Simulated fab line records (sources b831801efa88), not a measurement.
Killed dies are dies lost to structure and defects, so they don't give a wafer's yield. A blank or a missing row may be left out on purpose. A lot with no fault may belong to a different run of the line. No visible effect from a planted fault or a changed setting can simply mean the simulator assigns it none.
fab line records	flow sky130
record: lots: 6	wafers: 18	last_day: 51
route steps=708 shown VT_ADJUST_PCH@151 SONOS_TUNNEL@154 PAD_OPEN@708
lots that met no fault: from a run of the same line without faults
start_h: the number of hours between the record's first day and the start of the first shown wafer of the lot	wait_h: how many hours have passed since the lot's step before this one	" identical to the entry in the row above	L1.1+2: one row covering several wafers at once	- no value, or no start was given	* or withheld: withheld	< > ~ a bound
route shown NAME@n: names a module that has steps shown in the file, with the first one's number in the route	usual: average and standard deviation across the fault-free wafers	same: alike in all rows	chamber/n: place in a boat	sites: readings site by site	_std_site: the standard deviation of these	_edge_site: outer sites' mean less inner sites'	radius_mm: for every site, how far away it sits from the centre of the wafer	mask NAME#n: copy n	behind: the tool/chamber that last shaped the wafer	hold: the reason the lot was held/the length of the hold in hours/how it ended	device: whichever transistor did not switch (one of n, p or np)	end of line: tests of these same wafers at the route's end	step lacking rows: just its recipe	killed: dies lost to structure and defects at the first sort, not the wafer's yield	map: a wafer's dies, x killed, . not, _ none there
set.NAME: the setting the step ran with; set.NAME@STEP: the setting that earlier step ran with	model.NAME: the simulator's own value behind a step, which no gauge read
lots seen at some steps along the route; tables by step, rows by wafer
services: a tool's chamber out of use, with start hour (start_h, from the record's first day; less than 0 if before it), hours out, and reason
== steps ==
step: SKY_VT_ADJUST_PCH_IMPLANT_08
recipe: species: B	energy_kev: 10	dose_cm2: 5e+11	tilt_deg: withheld
step: SKY_VT_ADJUST_PCH_STRIP_09
recipe: chemistry: O2/N2	power_w: 1400	pressure_mtorr: 1500	platen_temp_c: withheld	o2_flow_sccm: 3000	n2_flow_sccm: 300	overash_fraction: 0.5
usual: drypump_motor_current_A: 5.68/0.23	oes_product_au: 0.722/0.0042	strip_time_to_endpoint_s: 36.93/0.096
lot.wafer	tool	chamber	start_h	wait_h	drypump_motor_current_A	oes_product_au	rf_hours_counter_h	strip_time_to_endpoint_s
L167.1	plasma_asher-02	0	241.64	0.1	5.95	0.728	42	36.88
L167.3	"	1	"	"	5.68	0.730	-	36.92
L167.6	"	1	"	"	5.70	0.721	-	36.76
L172.1	plasma_asher-02	1	276.84	0.1	5.73	0.715	46	37.05
L172.3	"	0	"	"	5.95	0.729	-	36.93
L172.4	"	1	"	"	5.72	0.716	-	36.92
L179.2	plasma_asher-03	0	328.83	0.1	5.83	0.718	57	36.94
L179.4	"	0	"	"	5.82	0.721	-	36.93
L179.6	"	0	"	"	5.81	0.721	-	36.89
L180.1	plasma_asher-01	1	338.09	0.1	5.75	0.714	66	37.25
L180.3	"	1	"	"	5.74	0.716	-	37.07
L180.6	"	1	"	"	5.73	0.732	-	37.13
L187.1	plasma_asher-02	1	387.29	0.1	5.77	0.724	57	37.02
L187.2	"	0	"	"	5.96	0.723	57	37.03
L187.4	"	0	"	"	5.97	0.721	-	37.00
L190.1	plasma_asher-03	0	418.50	0.1	5.86	0.725	63	36.99
L190.3	"	0	"	"	5.86	0.721	-	37.04
L190.4	"	1	"	"	5.22	0.721	-	36.94
step: SKY_VT_ADJUST_PCH_TW_MEAS_10
usual: VT_ADJUST_PCH_TW: 143.7/1.8
lot.wafer	tool	chamber	start_h	wait_h	VT_ADJUST_PCH_TW
L167.1	film_metro-02	-	241.74	0.1	146.1
L167.3	"	-	"	"	146.5
L167.6	"	-	"	"	146.0
L172.1	film_metro-01	-	276.94	0.1	142.1
L172.3	"	-	"	"	141.9
L172.4	"	-	"	"	142.2
L179.2	film_metro-02	-	328.94	0.1	145.1
L179.4	"	-	"	"	145.3
L179.6	"	-	"	"	145.0
L180.1	film_metro-01	-	338.19	0.1	141.4
L180.3	"	-	"	"	141.4
L180.6	"	-	"	"	141.9
L187.1	film_metro-04	-	387.39	0.1	142.4
L187.2	"	-	"	"	143.5
L187.4	"	-	"	"	142.5
L190.1	film_metro-02	-	418.60	0.1	146.0
L190.3	"	-	"	"	144.9
L190.4	"	-	"	"	144.6
step: SKY_SONOS_TUNNEL_DEHYDRATE_00
recipe: temp_c: 200	time_s: 60
step: SKY_SONOS_TUNNEL_HMDS_01
recipe: prime_time_s: 60	prime_temp_c: 120
step: SKY_SONOS_TUNNEL_COAT_02
recipe: resist: NOVOLAK	spin_rpm: 3000	resist_thk_nm: 1140
step: SKY_SONOS_TUNNEL_SOFTBAKE_03
recipe: temp_c: 90	time_s: 60	resist: NOVOLAK
step: SKY_SONOS_TUNNEL_EXPOSE_04
recipe: mask_id: TUNM	na: 0.6	source_shape: conventional	sigma_outer: 0.6	polarization: unpolarized	target_cd_nm: 410	dose_mj: 133.9
step: SKY_SONOS_TUNNEL_PEB_05
recipe: temp_c: withheld	time_s: *	resist: NOVOLAK
step: SKY_SONOS_TUNNEL_DEVELOP_06
recipe: resist: NOVOLAK	developer: TMAH	develop_time_s: 60	dev_temp_c: 23
step: SKY_SONOS_TUNNEL_CD_MEAS_07
recipe: target_cd_nm: 410
usual: cd_nm: 409.2/2.2
lot.wafer	tool	chamber	start_h	wait_h	cd_nm
L167.1	cd_sem-02	-	265.02	0.1	415.9
L167.3	"	-	"	"	411.9
L167.6	"	-	"	"	415.8
L172.1	cd_sem-01	-	302.27	0.1	409.6
L172.3	"	-	"	"	411.7
L172.4	"	-	"	"	410.1
L179.2	cd_sem-01	-	356.74	0.1	408.4
L179.4	"	-	"	"	409.6
L179.6	"	-	"	"	407.1
L180.1	cd_sem-01	-	364.59	0.2	412.9
L180.3	"	-	"	"	413.5
L180.6	"	-	"	"	412.7
L187.1	cd_sem-01	-	416.67	0.1	408.5
L187.2	"	-	"	"	408.8
L187.4	"	-	"	"	408.0
L190.1	cd_sem-02	-	449.76	0.1	411.1
L190.3	"	-	"	"	410.3
L190.4	"	-	"	"	411.9
step: SKY_SONOS_TUNNEL_OVL_MEAS_08
usual: SONOS_TUNNEL_OVL: 0.3/1.2
lot.wafer	tool	chamber	start_h	wait_h	SONOS_TUNNEL_OVL[nm]
L167.1	overlay-01	-	265.14	0.1	0.4
L167.3	"	-	"	"	-0.3
L167.6	"	-	"	"	-0.1
L172.1	overlay-02	-	302.39	0.1	-0.8
L172.3	"	-	"	"	0.3
L172.4	"	-	"	"	-1.1
L179.2	overlay-01	-	356.84	0.1	2.9
L179.4	"	-	"	"	2.2
L179.6	"	-	"	"	1.4
L180.1	overlay-01	-	364.71	0.1	0.3
L180.3	"	-	"	"	0.2
L180.6	"	-	"	"	-0.7
L187.1	overlay-02	-	416.79	0.1	-0.4
L187.2	"	-	"	"	0.9
L187.4	"	-	"	"	0.3
L190.1	overlay-02	-	449.88	0.1	-1.1
L190.3	"	-	"	"	-0.2
L190.4	"	-	"	"	-1.8
step: SKY_SONOS_TUNNEL_IMPLANT_09
recipe: species: B	energy_kev: 20	dose_cm2: 1e+12	tilt_deg: withheld
usual: dose_ions_cm2: 1e+12/1e+09
lot.wafer	tool	chamber	start_h	wait_h	dose_ions_cm2
L167.1	implanter-01	0	265.17	0.0	1.0008e+12
L167.3	"	0	"	"	1.0005e+12
L167.6	"	0	"	"	9.997e+11
L172.1	implanter-02	0	302.42	0.0	1e+12
L172.3	"	0	"	"	9.998e+11
L172.4	"	0	"	"	9.998e+11
L179.2	implanter-01	0	356.90	0.0	1.0006e+12
L179.4	"	0	"	"	1.0006e+12
L179.6	"	0	"	"	1.0014e+12
L180.1	implanter-01	0	364.80	0.1	1.0014e+12
L180.3	"	0	"	"	9.982e+11
L180.6	"	0	"	"	1.0001e+12
L187.1	implanter-04	0	416.82	0.0	9.986e+11
L187.2	"	0	"	"	1.0009e+12
L187.4	"	0	"	"	1.0001e+12
L190.1	implanter-04	0	449.91	0.0	1.001e+12
L190.3	"	0	"	"	1e+12
L190.4	"	0	"	"	1.0002e+12
step: SKY_SONOS_TUNNEL_WET_ETCH_10
recipe: chemistry: dHF	target_depth_nm: 14	target: SiO2	dilution: 100:1	temp_c: 25	time_s: 280
step: SKY_SONOS_TUNNEL_STRIP_11
recipe: chemistry: SPM	time_s: 600	temp_c: 130
step: SKY_SONOS_TUNNEL_TW_MEAS_12
usual: SONOS_TUNNEL_TW: 196.7/1.4
lot.wafer	tool	chamber	start_h	wait_h	hold	SONOS_TUNNEL_TW
L167.1	film_metro-04	-	265.59	0.0	-	199.0
L167.3	"	-	"	"	-	197.6
L167.6	"	-	"	"	-	197.8
L172.1	film_metro-01	-	302.83	0.0	-	197.9
L172.3	"	-	"	"	-	197.2
L172.4	"	-	"	"	-	196.2
L179.2	film_metro-01	-	357.30	0.0	await_dispo/0.2h/release	174.5
L179.4	"	-	"	"	await_dispo/0.2h/release	174.9
L179.6	"	-	"	"	await_dispo/0.2h/release	174.0
L179.2	film_metro-01	-	357.53	0.2	-	174.7
L179.4	"	-	"	"	-	173.8
L179.6	"	-	"	"	-	175.8
L180.1	film_metro-01	-	365.21	0.0	await_dispo/0.2h/release	174.4
L180.3	"	-	"	"	await_dispo/0.2h/release	174.2
L180.6	"	-	"	"	await_dispo/0.2h/release	174.5
L180.1	film_metro-01	-	365.55	0.3	-	174.3
L180.3	"	-	"	"	-	174.4
L180.6	"	-	"	"	-	174.6
L187.1	film_metro-04	-	417.47	0.0	-	197.4
L187.2	"	-	"	"	-	198.2
L187.4	"	-	"	"	-	197.2
L190.1	film_metro-04	-	450.33	0.0	-	198.7
L190.3	"	-	"	"	-	197.5
L190.4	"	-	"	"	-	197.9
step: SKY_PAD_OPEN_PROBE_99
usual: killed_at_M0_to_M3: 43/6.8	killed_at_M4_up: 3.3/1.9	killed_at_contacts: 24/5.3	killed_at_front_end: 14/4.3	killed_at_other: 0.3/0.62	killed_dies: 85/9.8	killed_open: 46/8	killed_short: 39/5.9
same: gross_dies: 492	killed_at_back_side: 0
lot.wafer	tool	chamber	start_h	wait_h	killed_at_M0_to_M3	killed_at_M4_up	killed_at_contacts	killed_at_front_end	killed_at_other	killed_dies	killed_open	killed_short	model.etest.tip_sonos.rs_ohm_sq_range	model.etest.sonos_uncharged.r_on_ohm_um	model.etest.tip_sonos.rs_ohm_sq_rim_less_centre	model.etest.sonos_programmed.off_log10_a_um	model.etest.sonos_programmed.vt_v	model.etest.sonos_uncharged.vt_v	model.etest.sonos_baked.vt_v	model.etest.sonos_erased.vt_v
L167.1	prober-01	-	1110.00	0.1	45	1	21	12	0	79	31	48	51.37	821.7	1.793	-13.95	1.428	-0.4333	0.945	-2.3
L167.3	prober-01	-	1110.10	0.2	44	0	24	17	0	85	52	33	26.32	800.8	10.09	-13.99	1.37	-0.4409	0.885	-2.229
L167.6	prober-01	-	1110.25	0.2	46	4	24	20	0	94	55	39	54.5	825.8	19.63	-14	1.36	-0.3967	0.8431	-2.184
L172.1	prober-02	-	1134.53	0.1	50	2	20	13	1	86	46	40	47.89	797.5	17.4	-13.92	1.35	-0.436	0.88	-2.146
L172.3	prober-02	-	1134.63	0.2	53	5	34	13	0	105	52	53	31.11	810.3	11	-13.93	1.423	-0.4474	0.9527	-2.28
L172.4	prober-02	-	1134.68	0.2	46	4	32	9	1	92	57	35	30.84	808.8	-16.64	-14.12	1.347	-0.464	0.9408	-2.216
L179.2	prober-01	-	1177.71	0.1	32	3	25	20	0	80	44	36	92.74	761.2	44.48	-12.27	1.225	-0.5804	0.7883	-2.408
L179.4	prober-01	-	1177.81	0.2	30	4	22	9	0	65	42	23	99	775.3	50.96	-11.5	1.059	-0.5755	0.7083	-2.24
L179.6	prober-01	-	1177.91	0.2	45	8	27	27	0	107	61	46	77.4	765.8	36.1	-11.66	1.122	-0.5889	0.6813	-2.224
L180.1	prober-02	-	1181.72	0.1	45	2	22	17	0	86	43	43	113.5	771	50.07	-12.59	1.215	-0.546	0.7701	-2.345
L180.3	prober-02	-	1181.82	0.2	42	2	26	18	0	88	50	38	109.9	772.7	73.16	-12.78	1.231	-0.5725	0.7835	-2.306
L180.6	prober-02	-	1181.97	0.2	51	2	25	14	0	92	52	40	107.7	775.6	64.76	-12.94	1.223	-0.5367	0.7679	-2.326
L187.1	prober-01	-	1210.83	0.1	47	3	15	10	0	75	31	44	40.08	829.6	-28.42	-14.06	1.414	-0.4404	0.887	-2.193
L187.2	prober-01	-	1210.88	0.1	63	4	18	11	0	96	53	43	62.68	826.6	-1.985	-14.08	1.344	-0.4284	0.9049	-2.149
L187.4	prober-01	-	1210.98	0.2	50	6	21	12	0	89	48	41	36.89	819.4	-22.33	-14.06	1.438	-0.4521	0.896	-2.184
L190.1	prober-02	-	1226.27	0.1	37	0	28	19	0	84	53	31	29.52	813.5	3.677	-13.94	1.255	-0.4291	0.8246	-2.127
L190.3	prober-02	-	1226.37	0.2	52	1	16	13	0	82	40	42	59.45	813.1	25.73	-13.91	1.304	-0.4345	0.8505	-2.186
L190.4	prober-02	-	1226.42	0.2	37	1	30	16	0	84	42	42	69.36	799.6	39.25	-13.8	1.262	-0.4275	0.8233	-2.143
killed by level:class
L167.1 VIA1:geometric_particle:open=10 CONTACT:geometric_particle:open=8 VIA2:geometric_particle:open=7 VIA3:geometric_particle:short=6 LOCAL_INTERCONNECT:geometric_particle:short=6 VIA1:geometric_particle:short=6 METAL2:geometric_particle:short=6 POLY_GATE:geometric_particle:short=5
L167.3 VIA1:geometric_particle:open=11 VIA2:geometric_particle:open=10 CONTACT:geometric_particle:open=9 CONTACT:geometric_particle:short=8 VIA3:geometric_particle:open=6 METAL3:geometric_particle:short=5 FIELD_ISO:geometric_particle:open=4 POLY_GATE:geometric_particle:open=4
L167.6 POLY_GATE:geometric_particle:open=8 CONTACT:geometric_particle:open=8 VIA3:geometric_particle:open=8 VIA1:geometric_particle:open=7 FIELD_ISO:geometric_particle:open=5 METAL1:geometric_particle:short=5 VIA3:geometric_particle:short=5 VIA2:geometric_particle:open=5
L172.1 VIA1:geometric_particle:open=10 CONTACT:geometric_particle:open=8 METAL1:geometric_particle:short=6 VIA3:geometric_particle:open=6 FIELD_ISO:geometric_particle:open=5 FIELD_ISO:geometric_particle:short=5 LOCAL_INTERCONNECT:geometric_particle:short=5 METAL3:geometric_particle:short=5
L172.3 CONTACT:geometric_particle:open=12 CONTACT:geometric_particle:short=11 VIA1:geometric_particle:open=10 VIA3:geometric_particle:open=8 METAL1:geometric_particle:short=7 METAL2:geometric_particle:short=7 LI_CONTACT:geometric_particle:open=6 VIA1:geometric_particle:short=5
L172.4 CONTACT:geometric_particle:open=15 VIA1:geometric_particle:open=10 VIA2:geometric_particle:open=9 LOCAL_INTERCONNECT:geometric_particle:short=6 LI_CONTACT:geometric_particle:open=5 VIA3:geometric_particle:open=5 VIA1:geometric_particle:short=5 FIELD_ISO:geometric_particle:open=4
L179.2 CONTACT:geometric_particle:open=10 VIA1:geometric_particle:open=10 FIELD_ISO:geometric_particle:open=7 CONTACT:geometric_particle:short=6 FIELD_ISO:geometric_particle:short=4 LI_CONTACT:geometric_particle:open=4 VIA3:geometric_particle:open=4 METAL3:geometric_particle:short=4
L179.4 VIA1:geometric_particle:open=9 VIA2:geometric_particle:open=7 LI_CONTACT:geometric_particle:open=6 CONTACT:geometric_particle:open=6 LOCAL_INTERCONNECT:geometric_particle:short=5 FIELD_ISO:geometric_particle:open=4 VIA3:geometric_particle:open=4 METAL4:geometric_particle:short=3
L179.6 VIA1:geometric_particle:open=12 CONTACT:geometric_particle:open=11 VIA2:geometric_particle:open=10 FIELD_ISO:geometric_particle:short=8 LI_CONTACT:geometric_particle:open=8 FIELD_ISO:geometric_particle:open=5 LOCAL_INTERCONNECT:geometric_particle:short=5 METAL2:geometric_particle:short=5
L180.1 VIA1:geometric_particle:open=12 LI_CONTACT:geometric_particle:open=8 METAL2:geometric_particle:short=7 CONTACT:geometric_particle:short=6 VIA1:geometric_particle:short=6 POLY_GATE:geometric_particle:short=5 CONTACT:geometric_particle:open=4 VIA2:geometric_particle:open=4
L180.3 VIA1:geometric_particle:open=14 CONTACT:geometric_particle:open=9 VIA3:geometric_particle:open=6 FIELD_ISO:geometric_particle:short=5 POLY_GATE:geometric_particle:short=5 LI_CONTACT:geometric_particle:open=5 LOCAL_INTERCONNECT:geometric_particle:short=5 VIA1:geometric_particle:short=5
L180.6 CONTACT:geometric_particle:open=10 VIA1:geometric_particle:open=9 LI_CONTACT:geometric_particle:open=8 VIA3:geometric_particle:open=8 FIELD_ISO:geometric_particle:open=7 METAL1:geometric_particle:short=7 VIA2:geometric_particle:open=6 CONTACT:geometric_particle:short=5
L187.1 METAL2:geometric_particle:short=8 CONTACT:geometric_particle:open=7 VIA2:geometric_particle:open=6 VIA3:geometric_particle:open=5 VIA1:geometric_particle:short=5 VIA1:geometric_particle:open=5 VIA2:geometric_particle:short=5 LOCAL_INTERCONNECT:geometric_particle:short=4
L187.2 VIA1:geometric_particle:open=16 VIA3:geometric_particle:open=10 VIA1:geometric_particle:short=7 VIA2:geometric_particle:open=7 VIA3:geometric_particle:short=6 CONTACT:geometric_particle:open=6 METAL2:geometric_particle:short=6 CONTACT:geometric_particle:short=4
L187.4 CONTACT:geometric_particle:open=13 VIA1:geometric_particle:open=11 VIA3:geometric_particle:open=10 METAL2:geometric_particle:short=7 VIA2:geometric_particle:open=5 METAL4:geometric_particle:short=5 FIELD_ISO:geometric_particle:short=4 CONTACT:geometric_particle:short=4
L190.1 LI_CONTACT:geometric_particle:open=9 VIA1:geometric_particle:open=8 FIELD_ISO:geometric_particle:open=7 CONTACT:geometric_particle:open=7 VIA2:geometric_particle:open=7 CONTACT:geometric_particle:short=5 METAL1:geometric_particle:short=4 VIA3:geometric_particle:open=4
L190.3 VIA1:geometric_particle:open=11 VIA2:geometric_particle:open=7 FIELD_ISO:geometric_particle:short=6 METAL2:geometric_particle:short=6 VIA1:geometric_particle:short=6 CONTACT:geometric_particle:open=5 METAL1:geometric_particle:short=5 VIA3:geometric_particle:open=5
L190.4 LOCAL_INTERCONNECT:geometric_particle:short=13 VIA1:geometric_particle:open=9 METAL1:geometric_particle:short=8 CONTACT:geometric_particle:open=7 VIA3:geometric_particle:open=7 LI_CONTACT:geometric_particle:open=6 FIELD_ISO:geometric_particle:short=5 CONTACT:geometric_particle:short=4
== services ==
tool	chamber	start_h	hours	kind
plasma_asher-01	-	234.57	3.1	repair
plasma_asher-03	-	235.27	34.7	repair
implanter-01	-	259.31	0.5	repair
implanter-01	-	294.93	3.2	repair
implanter-04	-	300.67	4.1	pm
implanter-02	-	305.00	3.7	pm
implanter-01	-	312.16	1.6	repair
implanter-02	-	362.09	16.7	pm
implanter-04	-	368.03	2.5	repair
plasma_asher-03	-	376.78	28.1	pm
implanter-02	-	384.30	4.2	repair
implanter-02	-	391.61	23.1	pm
plasma_asher-02	-	402.95	2.7	repair
plasma_asher-03	-	421.25	9.0	pm
plasma_asher-03	0	421.25	9.0	vent_cycle
plasma_asher-03	1	421.25	9.0	vent_cycle
plasma_asher-03	-	421.75	1.0	repair
plasma_asher-03	0	430.25	-	clean
plasma_asher-03	1	430.25	-	clean
== key ==
first_sign: step: SKY_SONOS_TUNNEL_TW_MEAS_12	reading: visit	direction: added
effect: step: SKY_SONOS_TUNNEL_TW_MEAS_12	reading: SONOS_TUNNEL_TW	direction: down	sigmas: 16	usual: 196.7	struck: 174.4
model_effect: step: SKY_PAD_OPEN_PROBE_99	value: etest.tip_sonos.rs_ohm_sq_range	without: 30.38	struck: 100
met_at SKY_SONOS_TUNNEL_IMPLANT_09
struck_wafers L179.2,L179.4,L179.6,L180.1,L180.3,L180.6
tester_left_out L179,L180
onset_between 265.17 356.90
fault: kind: process_parameter_drift	tool: implanter-01	chamber: -	onset_h: 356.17	steps: SKY_SONOS_TUNNEL_IMPLANT_09	channel: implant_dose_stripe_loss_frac	offset: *	shape: step	end_h: 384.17
tester_left_out: of these lots the tester's yield and bins aren't shown, on N5 and GAA mostly nor the transistor test; their killed dies are dies lost to structure and defects alone, not to doping, threshold or leakage, so they don't give the yield
